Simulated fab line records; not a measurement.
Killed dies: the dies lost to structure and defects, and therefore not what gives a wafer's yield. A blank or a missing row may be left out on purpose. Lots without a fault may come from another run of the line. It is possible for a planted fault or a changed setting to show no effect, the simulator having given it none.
Comparing a struck lot with a sound one :: flow sfq_line :: 43 out of 325 route steps
Sound: the wafers L293.1, L293.2, L293.6. The struck wafers were L302.2, L302.4, L302.5. At the end, the cause is stated.
For every step that has rows: the tool of each side, followed by ch and its chambers, followed by its first start. Under that, the readings that differ: sound wafers :: struck wafers :: difference of the means :: sigmas: that difference in standard deviations of wafers without a fault.
alike: readings whose means differ by less than 2 such deviations, and words and numbers that are the same on both sides. not compared: withheld readings, readings that some wafer has no value for, bounds like >300 that may hide the same value, and numbers for which the record gives no deviation and whose values overlap.
A row with sigmas, a row that says differs or no value, or rows on one side alone: a step with any of these is where the two part. Non-overlapping numbers with no deviation appear without sigmas and do not part them. A reading that every wafer of one side lacks parts them only if that side has two wafers or more.

first, 7 steps without rows for these wafers: SFQ_TRILAYER_JJ_CE_STRIP_SOLV_CLEAN_121 (cleans in NMP, time 600 s); SFQ_TRILAYER_M5_LITHO_COAT_128 (resist thk 62 nm); SFQ_TRILAYER_M5_LITHO_COAT_123 (resist thk 600 nm); SFQ_TRILAYER_M5_LITHO_SOFTBAKE_127; SFQ_TRILAYER_M5_LITHO_EXPOSE_124 (exposes mask M5, target cd 700 nm); SFQ_TRILAYER_M5_LITHO_PEB_126 (peb time 60 s); SFQ_TRILAYER_M5_LITHO_DEVELOP_125 (time 60 s).
SFQ_M5_OVL_MEAS_932:
  sound on overlay-01, day 56 02:40; struck on overlay-01, day 60 13:46
  alike: M5_OVL
then, 4 steps without rows for these wafers: SFQ_TRILAYER_M5_BARC_OPEN_METAL_ETCH_161 (etches BARC in O2, target depth 125 nm, time 41.7 s); SFQ_TRILAYER_M5_ETCH_METAL_ETCH_126 (etches Nb in Cl2/BCl3, stops on SiO2, time 203.2 s, target depth 265 nm); SFQ_TRILAYER_M5_STRIP_STRIP_127 (strips in O2); SFQ_TRILAYER_M5_STRIP_SOLV_CLEAN_128 (cleans in NMP, time 600 s).
SFQ_TRILAYER_A5B_DEP_PECVD_129: deposits SiO2 from SiH4/N2O, time 133.33 s, target thk 600 nm.
  sound on pecvd-04 ch 0,2, day 56 03:44; struck on pecvd-01 ch 1,2, day 60 14:50
  no value came back on the struck wafers for chamber_pressure_Torr (Torr), heater_power_outer_w (W), heater_power_w (W), throttle_valve_pct (%); on the sound wafers chamber_pressure_Torr (Torr) reads 2.404 2.403 2.410
then, 1 step without rows for these wafers: SFQ_TRILAYER_A5B_CMP_CMP_130 (polishes, stops on Nb, target thk 340.7 nm).
SFQ_TRILAYER_A5B_METRO_MEASURE_131:
  sound on film_metro-02, day 56 06:50; struck on film_metro-02, day 60 18:08
then, 1 step without rows for these wafers: SFQ_TRILAYER_R5_DEP_SPUTTER_132 (material Ti, target thk 5 nm, time 5 s).
SFQ_TRILAYER_R5_DEP_SPUTTER_133: material MoNx, target thk 40 nm, time 66.7 s.
  sound on pvd_sputter-03, day 56 08:03; struck on pvd_sputter-05, day 60 19:09
  alike: throttle_valve_pct
SFQ_TRILAYER_R5_DEP_SPUTTER_134: material Ti, target thk 5 nm, time 5 s.
  sound on pvd_sputter-03, day 56 08:06; struck on pvd_sputter-05, day 60 19:12
  alike: throttle_valve_pct
SFQ_R5_RS_MEAS_933: the measuring method here is four-point-probe.
  sound on film_metro-04, day 56 08:07; struck on film_metro-01, day 60 19:14
  alike: R5_MONX_RS
SFQ_R5_THK_MEAS_934: measures by xrf.
  sound on film_metro-04, day 56 08:14; struck on film_metro-01, day 60 19:21
  alike: R5_MONX_THK
then, 6 steps without rows for these wafers: SFQ_TRILAYER_R5_LITHO_COAT_141 (resist thk 62 nm); SFQ_TRILAYER_R5_LITHO_COAT_136 (resist thk 600 nm); SFQ_TRILAYER_R5_LITHO_SOFTBAKE_140; SFQ_TRILAYER_R5_LITHO_EXPOSE_137 (exposes mask R5, target cd 500 nm); SFQ_TRILAYER_R5_LITHO_PEB_139 (peb time 60 s); SFQ_TRILAYER_R5_LITHO_DEVELOP_138 (time 60 s).
-- the record jumps here: 6 days lie between the struck wafers' starts before and after --
SFQ_R5_OVL_MEAS_935:
  sound on overlay-01, day 62 22:09; struck on overlay-02, day 66 18:41
  alike: R5_OVL
SFQ_TRILAYER_R5_BARC_OPEN_METAL_ETCH_177: etches BARC in O2, target depth 125 nm, time 41.7 s.
  sound on rie_metal-03 ch 0,1, day 62 22:11; struck on rie_metal-03 ch 0,1, day 66 18:43
  alike: drypump_motor_current_A, oes_product_au
  not compared: rf_hours_counter_h
SFQ_TRILAYER_R5_ETCH_METAL_ETCH_139: etches the open film in Cl2, stops on SiO2, target depth 60 nm, time 40 s.
  sound on rie_metal-03 ch 0,1, day 62 22:14; struck on rie_metal-03 ch 0,1, day 66 18:46
  alike: drypump_motor_current_A, oes_product_au
  not compared: rf_hours_counter_h
then, 9 steps without rows for these wafers: SFQ_TRILAYER_R5_STRIP_STRIP_140 (strips in O2); SFQ_TRILAYER_R5_STRIP_SOLV_CLEAN_141 (cleans in NMP, time 600 s); SFQ_TRILAYER_A5C_DEP_PECVD_142 (deposits SiO2 from SiH4/N2O, time 15.556 s, target thk 70 nm); SFQ_TRILAYER_I5_LITHO_COAT_149 (resist thk 62 nm); SFQ_TRILAYER_I5_LITHO_COAT_144 (resist thk 650 nm); SFQ_TRILAYER_I5_LITHO_SOFTBAKE_148; SFQ_TRILAYER_I5_LITHO_EXPOSE_145 (exposes mask I5, target cd 700 nm); SFQ_TRILAYER_I5_LITHO_PEB_147 (peb time 60 s); SFQ_TRILAYER_I5_LITHO_DEVELOP_146 (time 60 s).
-- the record jumps here: 6 days lie between the struck wafers' starts before and after --
SFQ_I5_OVL_MEAS_936:
  sound on overlay-02, day 68 14:19; struck on overlay-02, day 72 15:48
  alike: I5_OVL
then, 2 steps without rows for these wafers: SFQ_TRILAYER_I5_BARC_OPEN_VIA_ETCH_200 (etches BARC in O2, target depth 125 nm, time 41.7 s); SFQ_TRILAYER_I5_ETCH_VIA_ETCH_147 (etches the open film in CHF3, stops on Nb, target depth 360 nm).
SFQ_TRILAYER_I5_STRIP_STRIP_148: strips in O2.
  sound on rie_metal-02 ch 0,1, day 68 14:32; struck on rie_metal-04 ch 1, day 72 16:01
  alike: drypump_motor_current_A, oes_product_au
  not compared: rf_hours_counter_h
-- the record jumps here: 17 days lie between the struck wafers' starts before and after --
SFQ_M8_BOW_MEAS_951:
  sound on film_metro-02, day 84 08:00; struck on film_metro-02, day 89 13:55
reading: model.etest.i5.link_ohm
sound: 2.271 2.279 2.262
struck: 2.116 2.123 2.128
difference: -0.148
sigmas: 
  alike: M8_BOW

== WHERE THEY PART ==
At SFQ_TRILAYER_A5B_DEP_PECVD_129 and nowhere else, as far as this record goes. Later steps at which nothing parts them and some readings are alike: SFQ_TRILAYER_R5_DEP_SPUTTER_133, SFQ_TRILAYER_R5_DEP_SPUTTER_134, SFQ_R5_RS_MEAS_933, SFQ_R5_THK_MEAS_934, SFQ_R5_OVL_MEAS_935, SFQ_TRILAYER_R5_BARC_OPEN_METAL_ETCH_177, SFQ_TRILAYER_R5_ETCH_METAL_ETCH_139, SFQ_I5_OVL_MEAS_936, SFQ_TRILAYER_I5_STRIP_STRIP_148, SFQ_M8_BOW_MEAS_951.

WHY: whatever the simulator had introduced
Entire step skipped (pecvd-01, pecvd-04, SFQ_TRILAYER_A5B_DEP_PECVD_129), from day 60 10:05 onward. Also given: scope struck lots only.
